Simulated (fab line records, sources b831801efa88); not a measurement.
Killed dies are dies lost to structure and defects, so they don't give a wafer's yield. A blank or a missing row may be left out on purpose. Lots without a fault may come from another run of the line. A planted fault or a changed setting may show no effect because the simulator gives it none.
A struck lot beside a sound one | flow gf180mcu | 14 steps out of a route of 602
Sound: wafers L942.2, L942.5, L942.6. Struck: wafers L948.3, L948.5. (L948.2 of the same lot was not struck and is left out.) The cause comes at the end.
At each step with rows: each side's tool, then ch and its chambers, then its first start. Under that, the readings that differ: sound wafers | struck wafers | difference of the means | sigmas: that difference in standard deviations of wafers without a fault.
alike: readings whose means differ by less than 2 such deviations, and words and numbers that are the same on both sides. not compared: withheld readings, readings that some wafer has no value for, bounds like >300 that may hide the same value, and numbers for which the record gives no deviation and whose values overlap.
The two part at a step that has a row with sigmas, a row that says differs or no value, or rows on one side only. Numbers that don't overlap but have no deviation are shown without sigmas and don't part them. A reading that every wafer of one side lacks parts them only if that side has two wafers or more.

GF_V2_OVL_MEAS_15:
  sound on overlay-02, day 21 08:46; struck on overlay-02, day 23 10:21
  alike: V2_OVL
GF_V2_ETCH_16: etches BARC in N2/H2.
  sound on rie_diel-01 ch 0,1,2, day 21 08:47; struck on rie_diel-01 ch 0,3, day 23 10:23
  alike: chamber_pressure_mTorr, drypump_motor_current_A, oes_product_au, throttle_valve_pct
GF_V2_ETCH_17: etches SiO2 in C4F8/O2/Ar, stops on TiN, target depth 630 nm.
  sound on rie_diel-01 ch 0,1,2; struck on rie_diel-01 ch 0,3
  alike: chamber_pressure_mTorr, oes_product_au
GF_V2_STRIP_18: strips in O2/N2.
  sound on plasma_asher-02 ch 0,1, day 21 08:55; struck on plasma_asher-02 ch 1, day 23 10:30
  alike: chamber_pressure_mTorr, drypump_motor_current_A, heater_power_w, oes_product_au
  not compared: rf_hours_counter_h
then, 3 steps without rows for these wafers: GF_V2_STRIP_19 (strips in post etch residue remover, time 1200 s); GF_V2_CLEAN_20 (cleans in DIW); GF_V2_SPUTTER_21 (material Ti, target thk 15 nm, time 80.02 s).
GF_V2_SPUTTER_22: material TiN, target thk 10 nm, time 40 s.
  sound on pvd_sputter-04, day 21 09:32; struck on pvd_sputter-03, day 23 11:06
  alike: throttle_valve_pct
then, 1 step without rows for these wafers: GF_V2_CVD_23 (deposits W, target thk 350 nm, time 104.94 s).
GF_V2_RS_MEAS_24: measures by four-point-probe.
  sound on film_metro-04, day 21 09:42; struck on film_metro-04, day 23 11:16
  alike: V2_W_RS
GF_V2_THK_MEAS_25: measures by xrf.
  sound on film_metro-04, day 21 09:49; struck on film_metro-04, day 23 11:23
  alike: V2_W_THK
then, 1 step without rows for these wafers: GF_V2_CMP_26 (polishes, stops on SiO2, t overpolish 15 s, target thk 0 nm).
GF_M3_SPUTTER_00: material Ti, target thk 37.5 nm, time 150 s.
  sound on pvd_sputter-04, day 21 10:10; struck on pvd_sputter-01, day 23 11:44
  reading                               | sound            | struck     | difference | sigmas
  throttle_valve_pct (%)                | 30.2 30.7 30.5   | 32.3 31.9  | +1.6       | +3
  model.Ti_of_M3_SPUTTER_00.thk_nm (nm) | 38.7 38.79 38.68 | 40.1 40.09 | +1.4       |
GF_M3_SPUTTER_01: material TiN, target thk 30 nm, time 25 s.
  sound on pvd_sputter-04, day 21 10:16; struck on pvd_sputter-01, day 23 11:50
  reading                | sound          | struck    | difference | sigmas
  throttle_valve_pct (%) | 30.2 30.8 30.2 | 32.0 32.2 | +1.7       | +3

WHERE THEY PART
First at GF_M3_SPUTTER_00; last, within this record, at GF_M3_SPUTTER_01.

WHY: what the simulator had put in
Process parameter drift: pvd_sputter-01, from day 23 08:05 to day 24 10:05, at GF_M3_SPUTTER_00. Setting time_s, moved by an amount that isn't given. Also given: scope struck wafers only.
